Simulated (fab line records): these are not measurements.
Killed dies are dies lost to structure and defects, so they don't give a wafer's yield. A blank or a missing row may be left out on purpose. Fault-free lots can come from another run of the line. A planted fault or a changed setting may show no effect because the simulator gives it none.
fab line records | flow sky130
record lots=7 wafers=21 lastDay=50
route steps=708 shown VIA3@588 METAL4@598 PAD_OPEN@708
lots that met no fault: taken from a fault-free run of the same line
startH: hours from the record's first day to the start of the lot's first wafer shown | waitH: hours from the lot's prior step to this one | " as in the row above | L1.1+2: one row covering several wafers at once | - no value present, or no start provided | * or withheld: withheld | < > ~ a bound
route shown NAME@n: names a module that has steps shown in the file, with the first one's number in the route | usual: mean/standard deviation of fault-free wafers | same: alike in all rows | chamber/n: place in a boat | sites: the reading at each site | _std_site: the standard deviation of these | _edge_site: outer sites' mean less inner sites' | radiusMm: for every site, how far away it sits from the centre of the wafer | mask NAME#n: copy n | behind: the tool/chamber that last shaped the wafer | hold: cause of the lot's hold/its duration in hours/its outcome | device: transistor that didn't switch, given as n, p or np | end of line: the tests these same wafers got at the end of their route | for a step that has no rows: nothing shown but its recipe | killed: dies lost to structure and defects at the first sort, not the wafer's yield | map: shows each die of a wafer: x if killed, . if not, _ if none is there
set.NAME: the run value of the setting; set.NAME@STEP: its run value at that earlier step | model.NAME: the simulator's own value behind a step, which no gauge read
lots at some steps of the route; a table a step, a row a wafer
services: a tool's chamber out of use, with start hour (startH, from the record's first day; less than 0 if before it), hours out, and reason
## steps
# step SKY_VIA3_ETCH_15
# recipe target=SiO2 chemistry=C4F8/O2/Ar targetDepthNm=507 stopOn=TiN maskMaterial=KrF-thick sourceW=1500 biasW=1200 pressureMtorr=40 c4f8FlowSccm=withheld O2_flow_sccm=6 Ar_flow_sccm=300 timeS=78
# step SKY_VIA3_STRIP_16
# recipe chemistry=O2/N2 powerW=1400 pressureMtorr=1500 platenTempC=withheld o2FlowSccm=3000 n2FlowSccm=300 overashFraction=0.5
# step SKY_VIA3_STRIP_17
# recipe chemistry=postEtchResidueRemover timeS=1200 tempC=72.5
# step SKY_VIA3_CLEAN_18
# recipe chemistry=IPA timeS=180 tempC=25
# step SKY_VIA3_CLEAN_19
# recipe chemistry=O3/DIW dry=n2Spin
# step SKY_VIA3_SPUTTER_20
# recipe material=TiN targetThkNm=20 chamberPressurePa=5 powerW=4000 timeS=80
# step SKY_VIA3_CVD_21
# recipe material=W targetThkNm=390 timeS=117.31 tempC=400 pressureTorr=40
# usual heaterPowerW=784/81
# columns lot.wafer tool chamber startH waitH heaterPowerW
L552.1 cvdW-01 0 988.46 0.0 930
L552.2 " 1 " " 756
L552.3 " 1 " " 753
L562.1 cvdW-01 1 1047.47 0.0 736
L562.5 " 1 " " 723
L562.6 " 0 " " 936
L563.1 cvdW-02 1 1053.35 0.0 769
L563.2 " 0 " " 705
L563.5 " 0 " " 715
L564.3 cvdW-01 1 1059.22 0.1 744
L564.5 " 0 " " 928
L564.6 " 1 " " 777
L566.1 cvdW-02 0 1066.85 0.0 704
L566.2 " 1 " " 767
L566.4 " 0 " " 703
L567.1 cvdW-02 0 1073.43 0.0 706
L567.3 " 1 " " 766
L567.5 " 1 " " 793
L568.2 cvdW-02 0 1079.89 0.0 702
L568.4 " 0 " " 713
L568.5 " 1 " " 794
# step SKY_VIA3_RS_MEAS_22
# recipe thkMeasGauge=four-point-probe reads=W_of_VIA3_CVD_21+TiN_of_VIA3_SPUTTER_20
# usual VIA3_W_RS=0.293/0.0058
# columns lot.wafer tool chamber startH waitH VIA3_W_RS[ohm/sq]
L552.1 filmMetro-01 - 988.58 0.1 0.295
L552.2 " - " " 0.300
L552.3 " - " " 0.298
L562.1 filmMetro-02 - 1047.59 0.1 0.292
L562.5 " - " " 0.295
L562.6 " - " " 0.291
L563.1 filmMetro-01 - 1053.47 0.1 0.293
L563.2 " - " " 0.305
L563.5 " - " " 0.302
L564.3 filmMetro-02 - 1059.34 0.1 0.300
L564.5 " - " " 0.291
L564.6 " - " " 0.299
L566.1 filmMetro-04 - 1066.98 0.1 0.296
L566.2 " - " " 0.285
L566.4 " - " " 0.296
L567.1 filmMetro-01 - 1073.55 0.1 0.297
L567.3 " - " " 0.288
L567.5 " - " " 0.285
L568.2 filmMetro-01 - 1080.03 0.1 0.299
L568.4 " - " " 0.301
L568.5 " - " " 0.287
# step SKY_VIA3_THK_MEAS_23
# recipe thkMeasGauge=xrf reads=W_of_VIA3_CVD_21
# usual VIA3_W_THK=397/9
# columns lot.wafer tool chamber startH waitH VIA3_W_THK[nm]
L552.1 filmMetro-01 - 988.70 0.1 394
L552.2 " - " " 386
L552.3 " - " " 391
L562.1 filmMetro-02 - 1047.71 0.1 398
L562.5 " - " " 396
L562.6 " - " " 398
L563.1 filmMetro-01 - 1053.59 0.1 398
L563.2 " - " " 385
L563.5 " - " " 387
L564.3 filmMetro-02 - 1059.44 0.1 391
L564.5 " - " " 401
L564.6 " - " " 392
L566.1 filmMetro-04 - 1067.10 0.1 402
L566.2 " - " " 417
L566.4 " - " " 398
L567.1 filmMetro-01 - 1073.67 0.1 389
L567.3 " - " " 405
L567.5 " - " " 406
L568.2 filmMetro-01 - 1080.14 0.1 392
L568.4 " - " " 388
L568.5 " - " " 406
# step SKY_VIA3_CMP_24
# recipe stopOn=SiO2 tOverpolishS=20 downForcePsi=3.5 platenRpm=60 targetThkNm=0 padVelocityMS=0.94248
# usual motorCurrentA=11.1/0.73 overpolishRunS=20.000/0.0094 platenRpm=60.00/0.043 slurryFlowMlMin=150.0/0.55 timeToEndpointS=96/3.6
# same tOverpolishS=20
# columns lot.wafer tool chamber startH waitH motorCurrentA overpolishRunS platenRpm slurryFlowMlMin timeToEndpointS
L552.3 cmp-01 3 988.82 0.1 10.8 20.006 60.02 150.5 97
L552.1 " 0 " " 10.6 20.002 59.99 150.1 98
L552.2 " 1 " " 11.6 19.994 60.00 150.4 93
L562.1 cmp-01 3 1047.87 0.1 11.1 20.016 60.03 149.8 98
L562.5 " 1 " " 11.4 19.993 59.96 150.5 90
L562.6 " 2 " " 9.7 20.012 59.99 150.4 98
L563.2 cmp-02 2 1053.70 0.1 10.4 20.010 59.95 149.6 96
L563.1 " 0 " " 11.5 19.995 59.95 150.2 103
L563.5 " 1 " " 11.5 19.993 60.03 149.4 94
L564.3 cmp-02 1 1059.63 0.2 11.8 19.989 59.99 149.6 94
L564.5 " 2 " " 10.5 20.019 60.00 150.5 95
L564.6 " 3 " " 10.6 19.990 60.05 149.9 98
L566.4 cmp-02 1 1067.19 0.1 11.9 20.010 60.06 149.8 99
L566.2 " 3 " " 9.9 19.992 59.96 150.0 100
L566.1 " 0 " " 11.8 19.990 59.99 150.1 100
L567.1 cmp-02 3 1073.87 0.2 11.0 20.009 60.05 150.1 96
L567.3 " 0 " " 12.3 20.001 60.00 149.6 100
L567.5 " 1 " " 11.7 19.989 60.07 150.7 99
L568.4 cmp-02 3 1080.19 0.0 10.4 19.996 59.98 151.1 90
L568.2 " 0 " " 12.1 19.994 59.94 150.7 96
L568.5 " 0 " " 12.4 19.998 60.04 150.3 102
# step SKY_METAL4_SPUTTER_00
# recipe material=Ti targetThkNm=15 powerW=3000 timeS=10 chamberPressurePa=0.4
# usual cathodeDcPowerW=2999.9/0.58 chamberPressurePa=0.4000/0.00082 throttleValvePct=29.5/0.95
# columns lot.wafer tool chamber startH waitH cathodeDcPowerW chamberPressurePa throttleValvePct
L552.1 pvdSputter-02 - 989.09 0.2 2999.6 0.3997 27.8
L552.2 " - " " 2999.2 0.4007 29.4
L552.3 " - " " 2999.8 0.4006 29.7
L562.1 pvdSputter-01 - 1048.07 0.1 2999.7 0.3996 30.2
L562.5 " - " " 2999.9 0.3992 31.5
L562.6 " - " " 3000.7 0.4003 30.3
L563.1 pvdSputter-04 - 1053.95 0.1 2999.8 0.3999 29.6
L563.2 " - " " 3000.3 0.4022 29.2
L563.5 " - " " 2999.3 0.4002 28.9
L564.3 pvdSputter-02 - 1059.78 0.1 3000.6 0.4006 28.9
L564.5 " - " " 2999.9 0.3996 29.8
L564.6 " - " " 3000.0 0.4009 29.3
L566.1 pvdSputter-04 - 1067.49 0.1 2999.6 0.4002 28.9
L566.2 " - " " 2999.2 0.3990 30.0
L566.4 " - " " 3000.4 0.4009 29.1
L567.1 pvdSputter-04 - 1074.07 0.1 3000.7 0.4009 28.9
L567.3 " - " " 2998.8 0.4011 29.7
L567.5 " - " " 3000.6 0.4000 29.5
L568.2 pvdSputter-01 - 1080.49 0.2 3000.0 0.4004 30.7
L568.4 " - " " 3000.0 0.4008 30.4
L568.5 " - " " 3000.2 0.3998 29.9
# step SKY_METAL4_SPUTTER_01
# recipe material=TiN targetThkNm=20 powerW=6500 timeS=16.7 chamberPressurePa=0.4
# usual cathodeDcPowerW=6500.2/1.2 chamberPressurePa=0.3998/0.00087 throttleValvePct=29.5/0.95
# columns lot.wafer tool chamber startH waitH cathodeDcPowerW chamberPressurePa throttleValvePct
L552.1 pvdSputter-02 - 989.11 0.0 6499.3 0.4002 27.8
L552.2 " - " " 6500.2 0.4007 29.6
L552.3 " - " " 6499.6 0.4021 29.8
L562.1 pvdSputter-01 - 1048.10 0.0 6498.6 0.3999 30.1
L562.5 " - " " 6502.8 0.3985 31.7
L562.6 " - " " 6498.7 0.4004 30.5
L563.1 pvdSputter-04 - 1053.97 0.0 6501.5 0.3978 29.6
L563.2 " - " " 6498.5 0.4005 29.0
L563.5 " - " " 6499.8 0.4000 28.9
L564.3 pvdSputter-02 - 1059.80 0.0 6499.1 0.3993 29.3
L564.5 " - " " 6499.7 0.3988 29.7
L564.6 " - " " 6498.8 0.3997 29.3
L566.1 pvdSputter-04 - 1067.52 0.0 6500.3 0.4000 28.9
L566.2 " - " " 6498.7 0.3998 30.1
L566.4 " - " " 6500.8 0.3992 29.2
L567.1 pvdSputter-04 - 1074.10 0.0 6498.6 0.4001 29.0
L567.3 " - " " 6501.2 0.3999 29.8
L567.5 " - " " 6499.3 0.3983 29.5
L568.2 pvdSputter-01 - 1080.51 0.0 6502.4 0.3993 30.7
L568.4 " - " " 6501.4 0.3999 30.2
L568.5 " - " " 6499.6 0.4012 30.2
# step SKY_METAL4_SPUTTER_02
# recipe material=AlCu targetThkNm=735 powerW=10600 timeS=39.1 chamberPressurePa=0.4
# usual cathodeDcPowerW=10600/1.9 chamberPressurePa=0.3999/0.00084 throttleValvePct=29.5/0.96
# columns lot.wafer tool chamber startH waitH cathodeDcPowerW chamberPressurePa throttleValvePct
L552.1 pvdSputter-02 - 989.14 0.0 10600 0.3990 27.5
L552.2 " - " " 10597 0.3990 29.9
L552.3 " - " " 10603 0.3999 29.8
L562.1 pvdSputter-01 - 1048.12 0.0 - - -
L562.5 " - " " - - -
L562.6 " - " " - - -
L563.1 pvdSputter-04 - 1054.00 0.0 - - -
L563.2 " - " " - - -
L563.5 " - " " - - -
L564.3 pvdSputter-02 - 1059.83 0.0 - - -
L564.5 " - " " - - -
L564.6 " - " " - - -
L566.1 pvdSputter-04 - 1067.54 0.0 10601 0.4005 28.9
L566.2 " - " " 10603 0.3988 29.9
L566.4 " - " " 10597 0.3997 28.8
L567.1 pvdSputter-04 - 1074.12 0.0 10600 0.4003 29.1
L567.3 " - " " 10600 0.3987 29.7
L567.5 " - " " 10599 0.4006 29.7
L568.2 pvdSputter-01 - 1080.54 0.0 10602 0.3998 30.8
L568.4 " - " " 10599 0.3991 30.3
L568.5 " - " " 10601 0.4007 30.4
# step SKY_METAL4_SPUTTER_03
# recipe material=Ti targetThkNm=5 powerW=3000 timeS=3.3 chamberPressurePa=0.4
# usual cathodeDcPowerW=3000.0/0.54 chamberPressurePa=0.3999/0.00074 throttleValvePct=29.5/0.95
# columns lot.wafer tool chamber startH waitH cathodeDcPowerW chamberPressurePa throttleValvePct
L552.1 pvdSputter-02 - 989.17 0.0 3001.0 0.4003 27.9
L552.2 " - " " 3000.8 0.3997 29.9
L552.3 " - " " 2999.0 0.4017 29.9
L562.1 pvdSputter-01 - 1048.16 0.0 3000.1 0.3999 30.5
L562.5 " - " " 2999.9 0.3995 31.6
L562.6 " - " " 2999.5 0.4001 30.3
L563.1 pvdSputter-04 - 1054.03 0.0 3000.7 0.3995 29.6
L563.2 " - " " 3000.6 0.3997 28.9
L563.5 " - " " 2999.5 0.3991 28.5
L564.3 pvdSputter-02 - 1059.87 0.0 2999.5 0.3998 29.1
L564.5 " - " " 2999.8 0.4002 29.7
L564.6 " - " " 3000.2 0.4011 29.2
L566.1 pvdSputter-04 - 1067.58 0.0 2999.6 0.3996 29.1
L566.2 " - " " 2999.0 0.3982 29.8
L566.4 " - " " 3000.5 0.3997 28.7
L567.1 pvdSputter-04 - 1074.16 0.0 2999.7 0.4002 29.3
L567.3 " - " " 3000.5 0.3976 29.6
L567.5 " - " " 2999.4 0.3992 29.4
L568.2 pvdSputter-01 - 1080.57 0.0 2999.4 0.4003 30.8
L568.4 " - " " 3000.4 0.3993 30.6
L568.5 " - " " 3001.0 0.3984 30.4
# step SKY_PAD_OPEN_PROBE_99
# usual defectLimitedYield=82.2/2.2 killed_at_M0_to_M3=45/7.1 killed_at_M4_up=3.0/1.8 killedAtContacts=24/5.4 killedAtFrontEnd=16/4.9 killedAtOther=0.3/0.63 killedDies=88/11 killedOnRim=17/3.4 killedOpen=47/7.4 killedShort=40/7 sort_bin_3_pad_short=1.0/0.43 sort_bin_5_function=10.6/1.7 sort_bin_6_memory=6.3/1.1 sortNPass=404/11 sortYieldPct=82.2/2.2
# same grossDies=492 killedAtBackSide=0 sort_bin_4_leakage[%]=0 sort_bin_8_speed[%]=0
# columns lot.wafer tool chamber startH waitH defectLimitedYield[%] killed_at_M0_to_M3 killed_at_M4_up killedAtContacts killedAtFrontEnd killedAtOther killedDies killedOnRim killedOpen killedShort sort_bin_3_pad_short[%] sort_bin_5_function[%] sort_bin_6_memory[%] sortNPass sortYieldPct[%]
L552.1 prober-01 - 1126.62 0.1 80.9 48 1 30 15 0 94 16 50 44 2.2 10.2 6.7 398 80.9
L552.2 prober-01 - 1126.67 0.1 82.7 48 5 15 17 0 85 14 42 43 1.8 10.0 5.5 407 82.7
L552.3 prober-01 - 1126.72 0.2 82.3 44 3 19 21 0 87 12 48 39 0.6 10.2 6.9 405 82.3
L562.1 prober-02 - 1173.20 0.1 0 63 390 23 16 0 492 96 55 46 0.8 91.1 8.1 0 0
L562.5 prober-02 - 1173.40 0.2 0 60 392 21 19 0 492 96 63 39 0.8 92.5 6.7 0 0
L562.6 prober-02 - 1173.45 0.2 0 56 393 27 16 0 492 96 59 45 1.0 91.3 7.7 0 0
L563.1 prober-01 - 1177.64 0.1 0 39 426 17 10 0 492 96 31 36 0.4 93.5 6.1 0 0
L563.2 prober-01 - 1177.69 0.1 0 43 413 22 14 0 492 96 37 45 0.8 92.9 6.3 0 0
L563.5 prober-01 - 1177.84 0.2 0 42 417 23 10 0 492 96 43 36 1.2 93.5 5.3 0 0
L564.3 prober-02 - 1182.30 0.2 0 52 395 27 18 0 492 96 45 53 1.2 91.7 7.1 0 0
L564.5 prober-02 - 1182.40 0.2 0 42 412 26 12 0 492 96 39 45 0.8 93.7 5.5 0 0
L564.6 prober-02 - 1182.45 0.2 0 40 402 24 26 0 492 96 58 36 0.6 92.1 7.3 0 0
L566.1 prober-02 - 1188.41 0.1 81.7 46 7 26 11 0 90 15 45 45 0.8 11.4 6.1 402 81.7
L566.2 prober-02 - 1188.46 0.1 84.6 29 5 28 14 0 76 14 34 42 0.6 8.5 6.3 416 84.6
L566.4 prober-02 - 1188.56 0.2 82.9 36 1 26 21 0 84 14 56 28 0.4 11.2 5.5 408 82.9
L567.1 prober-01 - 1194.22 0.1 83.9 41 2 23 13 0 79 18 37 42 1.4 9.1 5.5 413 83.9
L567.3 prober-01 - 1194.32 0.2 85.0 26 3 28 17 0 74 18 38 36 1.8 8.3 4.9 418 85.0
L567.5 prober-01 - 1194.42 0.2 83.5 51 1 22 6 1 81 16 48 33 0.8 8.5 7.1 411 83.5
L568.2 prober-02 - 1197.56 0.1 79.5 51 0 33 17 0 101 18 52 49 1.0 12.2 7.3 391 79.5
L568.4 prober-02 - 1197.66 0.2 86.4 34 4 20 9 0 67 14 39 28 0.6 7.1 5.9 425 86.4
L568.5 prober-02 - 1197.71 0.2 83.9 40 5 24 10 0 79 13 44 35 0.6 10.4 5.1 413 83.9
# killed by level:class
L552.1 CONTACT:geometricParticle:open=10 VIA1:geometricParticle:open=10 LI_CONTACT:geometricParticle:open=8 VIA3:geometricParticle:short=8 CONTACT:geometricParticle:short=7 VIA2:geometricParticle:open=7 FIELD_ISO:geometricParticle:open=6 METAL1:geometricParticle:short=5
L552.2 VIA1:geometricParticle:open=10 VIA3:geometricParticle:open=7 FIELD_ISO:geometricParticle:short=6 LI_CONTACT:geometricParticle:open=6 VIA1:geometricParticle:short=6 FIELD_ISO:geometricParticle:open=5 METAL3:geometricParticle:short=5 METAL1:geometricParticle:short=4
L552.3 VIA1:geometricParticle:open=10 CONTACT:geometricParticle:open=9 METAL1:geometricParticle:short=5 METAL2:geometricParticle:short=5 VIA2:geometricParticle:open=5 METAL3:geometricParticle:short=5 VIA3:geometricParticle:open=5 FIELD_ISO:geometricParticle:short=4
L562.1 METAL4:areaSputter=390 VIA1:geometricParticle:open=15 VIA2:geometricParticle:open=11 CONTACT:geometricParticle:open=7 VIA1:geometricParticle:short=7 METAL2:geometricParticle:short=6 LI_CONTACT:geometricParticle:open=5 LOCAL_INTERCONNECT:geometricParticle:short=5
L562.5 METAL4:areaSputter=389 VIA1:geometricParticle:open=19 VIA2:geometricParticle:open=12 POLY_GATE:geometricParticle:open=7 CONTACT:geometricParticle:open=6 VIA1:geometricParticle:short=6 VIA2:geometricParticle:short=5 LI_CONTACT:geometricParticle:open=5
L562.6 METAL4:areaSputter=388 VIA2:geometricParticle:open=13 LI_CONTACT:geometricParticle:open=12 VIA1:geometricParticle:open=10 CONTACT:geometricParticle:short=7 VIA1:geometricParticle:short=6 METAL3:geometricParticle:short=6 VIA3:geometricParticle:open=6
L563.1 METAL4:areaSputter=425 VIA1:geometricParticle:open=13 LI_CONTACT:geometricParticle:open=7 VIA1:geometricParticle:short=6 METAL1:geometricParticle:short=6 CONTACT:geometricParticle:short=4 FIELD_ISO:geometricParticle:short=3 SONOS_ONO:geometricParticle:short=3
L563.2 METAL4:areaSputter=410 METAL2:geometricParticle:short=9 LI_CONTACT:geometricParticle:open=8 VIA3:geometricParticle:open=8 CONTACT:geometricParticle:short=7 FIELD_ISO:geometricParticle:short=6 VIA1:geometricParticle:open=6 CONTACT:geometricParticle:open=5
L563.5 METAL4:areaSputter=413 VIA1:geometricParticle:open=13 CONTACT:geometricParticle:open=9 VIA2:geometricParticle:open=8 LI_CONTACT:geometricParticle:open=7 FIELD_ISO:geometricParticle:short=5 POLY_GATE:geometricParticle:short=4 LI_CONTACT:geometricParticle:short=4
L564.3 METAL4:areaSputter=393 VIA1:geometricParticle:open=10 METAL1:geometricParticle:short=9 CONTACT:geometricParticle:short=8 VIA3:geometricParticle:open=6 CONTACT:geometricParticle:open=6 VIA1:geometricParticle:short=6 LI_CONTACT:geometricParticle:open=5
L564.5 METAL4:areaSputter=408 VIA1:geometricParticle:open=12 CONTACT:geometricParticle:open=7 VIA2:geometricParticle:open=7 CONTACT:geometricParticle:short=6 METAL1:geometricParticle:short=6 VIA1:geometricParticle:short=6 FIELD_ISO:geometricParticle:short=5
L564.6 METAL4:areaSputter=398 LI_CONTACT:geometricParticle:open=8 CONTACT:geometricParticle:open=8 VIA1:geometricParticle:open=8 POLY_GATE:geometricParticle:open=7 METAL2:geometricParticle:open=6 METAL2:geometricParticle:short=6 FIELD_ISO:geometricParticle:open=5
L566.1 VIA1:geometricParticle:open=8 LI_CONTACT:geometricParticle:open=7 METAL1:geometricParticle:short=7 VIA3:geometricParticle:open=7 CONTACT:geometricParticle:short=6 VIA2:geometricParticle:open=6 VIA3:geometricParticle:short=6 METAL2:geometricParticle:short=5
L566.2 CONTACT:geometricParticle:open=9 VIA1:geometricParticle:open=8 LOCAL_INTERCONNECT:geometricParticle:short=6 METAL2:geometricParticle:short=6 LI_CONTACT:geometricParticle:short=5 LI_CONTACT:geometricParticle:open=5 FIELD_ISO:geometricParticle:short=4 VIA2:geometricParticle:open=4
L566.4 LI_CONTACT:geometricParticle:open=11 CONTACT:geometricParticle:open=8 FIELD_ISO:geometricParticle:open=7 VIA2:geometricParticle:open=7 VIA3:geometricParticle:open=7 POLY_GATE:geometricParticle:open=6 VIA1:geometricParticle:open=5 CONTACT:geometricParticle:short=4
L567.1 CONTACT:geometricParticle:short=11 VIA2:geometricParticle:open=10 CONTACT:geometricParticle:open=8 METAL2:geometricParticle:short=6 VIA1:geometricParticle:open=5 FIELD_ISO:geometricParticle:short=4 VIA2:geometricParticle:short=4 VIA3:geometricParticle:short=4
L567.3 LI_CONTACT:geometricParticle:open=8 CONTACT:geometricParticle:short=7 FIELD_ISO:geometricParticle:short=6 VIA1:geometricParticle:open=6 VIA3:geometricParticle:open=6 LOCAL_INTERCONNECT:geometricParticle:short=5 CONTACT:geometricParticle:open=5 FIELD_ISO:geometricParticle:open=4
L567.5 CONTACT:geometricParticle:open=11 VIA3:geometricParticle:open=11 VIA1:geometricParticle:open=8 METAL2:geometricParticle:short=7 VIA2:geometricParticle:open=6 LI_CONTACT:geometricParticle:open=5 VIA2:geometricParticle:short=5 CONTACT:geometricParticle:short=4
L568.2 VIA3:geometricParticle:open=11 CONTACT:geometricParticle:open=10 VIA1:geometricParticle:short=8 VIA1:geometricParticle:open=8 FIELD_ISO:geometricParticle:short=6 CONTACT:geometricParticle:short=6 METAL1:geometricParticle:short=6 VIA2:geometricParticle:open=6
L568.4 VIA1:geometricParticle:open=9 CONTACT:geometricParticle:open=7 VIA3:geometricParticle:open=6 METAL2:geometricParticle:short=6 LI_CONTACT:geometricParticle:open=4 FIELD_ISO:geometricParticle:short=3 VIA1:geometricParticle:short=3 LI_CONTACT:geometricParticle:short=3
L568.5 VIA1:geometricParticle:open=10 LI_CONTACT:geometricParticle:open=9 VIA2:geometricParticle:open=8 CONTACT:geometricParticle:open=7 VIA1:geometricParticle:short=6 METAL2:geometricParticle:short=5 POLY_GATE:geometricParticle:open=4 VIA3:geometricParticle:short=4
# map L562.1 (x killed, . not)
__________xxxxxxxxxx_________
________xxxxxxxxxxxxxx_______
______xxxxxxxxxxxxxxxxxx_____
_____xxxxxxxxxxxxxxxxxxxx____
____xxxxxxxxxxxxxxxxxxxxxx___
___xxxxxxxxxxxxxxxxxxxxxxxx__
__xxxxxxxxxxxxxxxxxxxxxxxxxx_
_xxxxxxxxxxxxxxxxxxxxxxxxxxxx
_xxxxxxxxxxxxxxxxxxxxxxxxxxxx
_xxxxxxxxxxxxxxxxxxxxxxxxxxxx
_xxxxxxxxxxxxxxxxxxxxxxxxxxxx
_xxxxxxxxxxxxxxxxxxxxxxxxxxxx
_xxxxxxxxxxxxxxxxxxxxxxxxxxxx
_xxxxxxxxxxxxxxxxxxxxxxxxxxxx
_xxxxxxxxxxxxxxxxxxxxxxxxxxxx
__xxxxxxxxxxxxxxxxxxxxxxxxxx_
___xxxxxxxxxxxxxxxxxxxxxxxx__
____xxxxxxxxxxxxxxxxxxxxxx___
_____xxxxxxxxxxxxxxxxxxxx____
______xxxxxxxxxxxxxxxxxx_____
________xxxxxxxxxxxxxx_______
__________xxxxxxxxxx_________
# map L563.1 (x killed, . not)
__________xxxxxxxxxx_________
________xxxxxxxxxxxxxx_______
______xxxxxxxxxxxxxxxxxx_____
_____xxxxxxxxxxxxxxxxxxxx____
____xxxxxxxxxxxxxxxxxxxxxx___
___xxxxxxxxxxxxxxxxxxxxxxxx__
__xxxxxxxxxxxxxxxxxxxxxxxxxx_
_xxxxxxxxxxxxxxxxxxxxxxxxxxxx
_xxxxxxxxxxxxxxxxxxxxxxxxxxxx
_xxxxxxxxxxxxxxxxxxxxxxxxxxxx
_xxxxxxxxxxxxxxxxxxxxxxxxxxxx
_xxxxxxxxxxxxxxxxxxxxxxxxxxxx
_xxxxxxxxxxxxxxxxxxxxxxxxxxxx
_xxxxxxxxxxxxxxxxxxxxxxxxxxxx
_xxxxxxxxxxxxxxxxxxxxxxxxxxxx
__xxxxxxxxxxxxxxxxxxxxxxxxxx_
___xxxxxxxxxxxxxxxxxxxxxxxx__
____xxxxxxxxxxxxxxxxxxxxxx___
_____xxxxxxxxxxxxxxxxxxxx____
______xxxxxxxxxxxxxxxxxx_____
________xxxxxxxxxxxxxx_______
__________xxxxxxxxxx_________
## services
# columns tool chamber startH hours kind
pvdSputter-02 - 970.92 0.8 repair
cvdW-02 - 977.02 0.5 repair
cmp-01 - 1002.77 0.5 repair
pvdSputter-04 2 1004.34 - consumableReplace:kit
pvdSputter-04 2 1004.34 18.0 scheduledDown
pvdSputter-04 2 1004.34 18.0 ventCycle
pvdSputter-01 - 1007.24 0.7 repair
cmp-01 - 1007.35 0.9 repair
pvdSputter-02 - 1012.24 4.2 repair
cmp-02 - 1017.92 1.8 repair
pvdSputter-01 1 1025.22 - consumableReplace:kit
pvdSputter-01 1 1025.22 18.0 scheduledDown
pvdSputter-01 1 1025.22 18.0 ventCycle
cmp-01 - 1025.25 1.5 repair
pvdSputter-02 - 1036.83 2.9 repair
pvdSputter-04 - 1046.41 2.3 repair
pvdSputter-02 1 1063.13 - consumableReplace:kit
pvdSputter-02 1 1063.13 18.0 scheduledDown
pvdSputter-02 1 1063.13 18.0 ventCycle
cmp-01 - 1065.04 5.6 pm
pvdSputter-02 - 1079.05 4.1 repair
pvdSputter-04 - 1079.33 1.2 repair
## key
firstSign step=SKY_METAL4_SPUTTER_02 reading=toolRecord direction=missing
effect step=SKY_PAD_OPEN_PROBE_99 reading=killed_at_M4_up direction=up sigmas=99+ usual=3.0 struck=404.4
moreKillsBornAt SKY_METAL4_SPUTTER_02@pvdSputter-04=1248 SKY_METAL4_SPUTTER_02@pvdSputter-02=1199 SKY_METAL4_SPUTTER_02@pvdSputter-01=1167
metAt SKY_METAL4_SPUTTER_02
struckWafers L562.1,L562.5,L562.6,L563.1,L563.2,L563.5,L564.3,L564.5,L564.6
laterRowsLeftOut L562.1,L562.5,L562.6,L563.1,L563.2,L563.5,L564.3,L564.5,L564.6
onsetBetween 989.14 1048.12
fault kind=skippedStepWhole tool=pvdSputter-01,pvdSputter-02,pvdSputter-04 chamber=- onsetH=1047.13 steps=SKY_METAL4_SPUTTER_02 scope=struckLotsOnly
# laterRowsLeftOut: the simulator's readings of these wafers behind a module that went badly wrong aren't trusted and aren't shown, but for the sort
